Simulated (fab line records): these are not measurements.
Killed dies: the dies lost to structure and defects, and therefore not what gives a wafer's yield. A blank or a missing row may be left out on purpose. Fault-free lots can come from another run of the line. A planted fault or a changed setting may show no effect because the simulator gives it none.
Chamber matching / flow gf180mcu / GF_MIM_CVD_05 on pecvd-04 has 3 sister chambers
The step deposits Si3N4, target thk 42 nm, time 29.086 s. 20 wafers are shown with their chamber, then 10 later ones without.

## WAFERS PAIRED WITH THEIR CHAMBERS
wafer=L074.2; chamber=2; heaterPowerW (W)=702
wafer=L074.3; chamber=1; heaterPowerW (W)=693
wafer=L074.5; chamber=0; heaterPowerW (W)=640
wafer=L079.2; chamber=2; heaterPowerW (W)=677
wafer=L079.3; chamber=0; heaterPowerW (W)=578
wafer=L079.6; chamber=0; heaterPowerW (W)=587
wafer=L081.1; chamber=2; heaterPowerW (W)=681
wafer=L081.5; chamber=2; heaterPowerW (W)=669
wafer=L081.6; chamber=0; heaterPowerW (W)=600
wafer=L083.1; chamber=2; heaterPowerW (W)=692
wafer=L083.2; chamber=0; heaterPowerW (W)=622
wafer=L083.3; chamber=1; heaterPowerW (W)=710
wafer=L083.4; chamber=0; heaterPowerW (W)=599
wafer=L083.5; chamber=1; heaterPowerW (W)=709
wafer=L083.6; chamber=2; heaterPowerW (W)=706
wafer=L086.1; chamber=0; heaterPowerW (W)=522
wafer=L086.3; chamber=2; heaterPowerW (W)=612
wafer=L086.6; chamber=0; heaterPowerW (W)=545
wafer=L091.2; chamber=2; heaterPowerW (W)=621
wafer=L091.3; chamber=1; heaterPowerW (W)=654

SIGNATURES, as means of the wafers listed above
reading=heaterPowerW; chamber 0=586.62; chamber 1=691.50; chamber 2=670.00; scatter within a chamber=35.3
Rule: for a wafer and a chamber, the distance is found by dividing, reading by reading, the gap between the wafer's reading and the chamber's mean by the reading's scatter, squaring, summing and taking the root. The wafer belongs to the nearest chamber; if the next one is less than 2 further off, it can't be placed. The scatter is the square root of a quotient: the sum, over the shown wafers, of each reading's squared deviation from its chamber's mean, divided by wafers minus chambers.

## WAFERS WITH NO CHAMBER GIVEN
wafer=L091.4; heaterPowerW (W)=605
wafer=L092.2; heaterPowerW (W)=679
wafer=L092.5; heaterPowerW (W)=698
wafer=L092.6; heaterPowerW (W)=560
wafer=L094.2; heaterPowerW (W)=685
wafer=L094.3; heaterPowerW (W)=547
wafer=L094.4; heaterPowerW (W)=681
wafer=L096.3; heaterPowerW (W)=623
wafer=L096.5; heaterPowerW (W)=680
wafer=L096.6; heaterPowerW (W)=628

## EACH ONE'S CHAMBER
wafer=L091.4; from the rows above=can't be placed: 0 or 2 or 1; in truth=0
wafer=L092.2; from the rows above=can't be placed: 2 or 1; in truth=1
wafer=L092.5; from the rows above=can't be placed: 1 or 2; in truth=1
wafer=L092.6; from the rows above=0; in truth=0
wafer=L094.2; from the rows above=can't be placed: 1 or 2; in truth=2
wafer=L094.3; from the rows above=0; in truth=0
wafer=L094.4; from the rows above=can't be placed: 1 or 2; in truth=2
wafer=L096.3; from the rows above=can't be placed: 0 or 2 or 1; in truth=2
wafer=L096.5; from the rows above=can't be placed: 2 or 1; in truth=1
wafer=L096.6; from the rows above=can't be placed: 0 or 2 or 1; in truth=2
2 of 10 placed correctly. These rows do not allow placing 8 (true chamber among the candidates in 8). Number placed wrongly: 0.
